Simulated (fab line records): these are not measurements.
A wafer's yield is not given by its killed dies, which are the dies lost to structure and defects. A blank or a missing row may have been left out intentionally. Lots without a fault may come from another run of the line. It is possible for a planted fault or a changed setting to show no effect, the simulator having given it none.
Chamber matching / flow sky130 / SKY_FIELD_ISO_ETCH_14 on rie-diel-04: 4 sister chambers
The step etches BARC in N2/H2, stops on SiO2, time 45.9 s, target depth 60 nm. 4 wafers are shown with their chamber, then 9 later ones without.

WAFERS WITH THEIR CHAMBER
wafer=L135.5; chamber=3; drypump-motor-current-A (A)=5.5
wafer=L144.4; chamber=1; drypump-motor-current-A (A)=6.3
wafer=L146.4; chamber=0; drypump-motor-current-A (A)=5.0
wafer=L146.6; chamber=2; drypump-motor-current-A (A)=5.1

WAFERS MISSING THEIR CHAMBER
wafer=L147.2; drypump-motor-current-A (A)=5.0
wafer=L147.3; drypump-motor-current-A (A)=5.1
wafer=L147.6; drypump-motor-current-A (A)=5.5
wafer=L149.2; drypump-motor-current-A (A)=5.2
wafer=L149.4; drypump-motor-current-A (A)=5.0
wafer=L149.5; drypump-motor-current-A (A)=5.0
wafer=L151.2; drypump-motor-current-A (A)=6.3
wafer=L151.3; drypump-motor-current-A (A)=5.4
wafer=L151.6; drypump-motor-current-A (A)=5.0

WHICH CHAMBER EACH ONE RAN IN
wafer=L147.2; from the rows above=0; in truth=0
wafer=L147.3; from the rows above=2; in truth=2
wafer=L147.6; from the rows above=3; in truth=3
wafer=L149.2; from the rows above=2; in truth=2
wafer=L149.4; from the rows above=0; in truth=0
wafer=L149.5; from the rows above=0; in truth=0
wafer=L151.2; from the rows above=1; in truth=1
wafer=L151.3; from the rows above=3; in truth=3
wafer=L151.6; from the rows above=0; in truth=0
Correctly placed: 9 of 9. From these rows, 0 cannot be placed. 0 placed wrongly.
How it was worked out, from the rows above alone: a wafer's distance from a chamber is the root of the sum, over the readings, of the square of ((its reading less the chamber's mean) divided by the reading's scatter). The wafer belongs to the nearest chamber; if the next one is less than 2 further off, it can't be placed. For every chamber, the mean is computed from those of its wafers that are shown. The scatter: root of mean squared gap, hidden wafer to nearest shown wafer, with one shown wafer a chamber.
